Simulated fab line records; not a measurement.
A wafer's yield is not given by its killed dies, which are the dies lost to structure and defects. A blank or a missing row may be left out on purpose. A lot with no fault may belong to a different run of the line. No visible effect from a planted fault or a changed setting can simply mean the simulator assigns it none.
Struck lot and sound lot, side by side / flow sky130 / 21 out of 708 route steps
Sound: the wafers L887.1, L887.2, L887.3. Wafers struck: L902.2, L902.4, L902.5. Last of all comes the cause.
Per side, at each step with rows, come the tool, then ch with its chambers, and then its first start. Under that, the readings that differ: sound wafers / struck wafers / difference of the means / sigmas: that difference in standard deviations of wafers without a fault.
alike: same words and numbers on both sides, and readings whose means sit less than 2 such deviations apart. not compared: any withheld reading, any reading some wafer has no value for, any bound like >300 that may hide the same value, and any number with overlapping values for which the record gives no deviation.
Wherever a step has rows on one side only, a row that says differs or no value, or a row with sigmas, the two part there. Numbers that have no deviation but don't overlap get no sigmas and don't part them. A reading missing from all wafers of one side parts the sides only when that side holds two or more wafers.

SKY_SD_N_RTA_14: time 2 s.
  sound on rtp-anneal-02 ch 0, day 28 09:40; struck on rtp-anneal-02 ch 0, day 33 14:41
  alike: lamp-power-pct, ramp-up-c-per-s, wafer_temp_C_max
SKY_SD_N_RS_MEAS_16: a four-point-probe measurement.
  struck on film-metro-02, day 33 14:52; sound on film-metro-04, day 28 09:50
  alike: SD_N_RS
SKY_SD_N_RS_MEAS_17: a four-point-probe measurement.
  struck on film-metro-02, day 33 14:59; sound on film-metro-04, day 28 09:58
  alike: SD_P_RS
SKY_SD_N_RS_MEAS_18: a four-point-probe measurement.
  struck on film-metro-02, day 33 15:06; sound on film-metro-04, day 28 10:05
  alike: RES_XHIGH_RS
then, 2 steps without rows for these wafers: SKY_SALICIDE_CLEAN_00 (cleans in HF-last, time 30 s); SKY_LI_CONTACT_HDPCVD_00 (deposits PSG, target thk 930 nm, time 155 s).
SKY_LI_CONTACT_THK_MEAS_01:
  struck on film-metro-03, day 33 15:22; sound on film-metro-02, day 28 10:19
  alike: LI_CONTACT_HDPCVD_THK
SKY_LI_CONTACT_CMP_02: polishes PSG.
  sound on cmp-02 ch 0,1,3, day 28 10:23; struck on cmp-02 ch 0,1,2, day 33 15:25
  alike: motor-current-A, slurry-flow-ml-min, time-to-endpoint-s
SKY_LI_CONTACT_BOW_MEAS_03:
  struck on film-metro-02, day 33 15:44; sound on film-metro-02, day 28 10:41
  alike: LI_CONTACT_BOW
then, 2 steps without rows for these wafers: SKY_LI_CONTACT_DEHYDRATE_04 (time 60 s); SKY_LI_CONTACT_HMDS_05 (prime time 60 s).
SKY_LI_CONTACT_COAT_06: resist thk 60 nm.
  sound on litho-track-04 ch 0, day 29 01:31; struck on litho-track-04 ch 0, day 34 04:18
then, 5 steps without rows for these wafers: SKY_LI_CONTACT_COAT_07 (resist thk 450 nm); SKY_LI_CONTACT_SOFTBAKE_08 (time 90 s); SKY_LI_CONTACT_EXPOSE_09 (exposes mask LICM1, target cd 170 nm); SKY_LI_CONTACT_PEB_10; SKY_LI_CONTACT_DEVELOP_11 (develop time 60 s).
SKY_LI_CONTACT_CD_MEAS_12: target cd 170 nm.
  struck on cd-sem-01, day 34 18:17; sound on cd-sem-02, day 29 15:47
  alike: cd-nm
SKY_LI_CONTACT_OVL_MEAS_13:
  struck on overlay-01, day 34 18:24; sound on overlay-01, day 29 15:55
  alike: LI_CONTACT_OVL
SKY_LI_CONTACT_ETCH_14: etches BARC in N2/H2, stops on SiO2, time 45.9 s, target depth 60 nm.
  sound on rie-diel-03 ch 0,2,3, day 29 15:56; struck on rie-diel-02 ch 0,1,3, day 34 18:26
reading=oes-product-au (a.u.); sound=0.852 0.847 0.854; struck=0.830 0.824 0.824; difference=-0.025; sigmas=-5
reading=model.etch.depth-nm (nm); sound=59.92 60.03 60.02; struck=56.12 56.21 55.93; difference=-3.90; sigmas=
  alike: bias-w, chamber-pressure-mTorr, drypump-motor-current-A, throttle-valve-pct
  not compared: rf-hours-counter-h
SKY_LI_CONTACT_ETCH_15: etches PSG in C4F8/O2/Ar, stops on Si, target depth 600 nm.
  sound on rie-diel-03 ch 0,2,3, day 29 15:59; struck on rie-diel-02 ch 0,1,3, day 34 18:28
  alike: bias-w, chamber-pressure-mTorr, oes-product-au

## WHERE THEY PART
Only at SKY_LI_CONTACT_ETCH_14, as far as this record shows. Later steps at which nothing parts them and some readings are alike: SKY_LI_CONTACT_ETCH_15.

WHY: the cause the simulator had injected
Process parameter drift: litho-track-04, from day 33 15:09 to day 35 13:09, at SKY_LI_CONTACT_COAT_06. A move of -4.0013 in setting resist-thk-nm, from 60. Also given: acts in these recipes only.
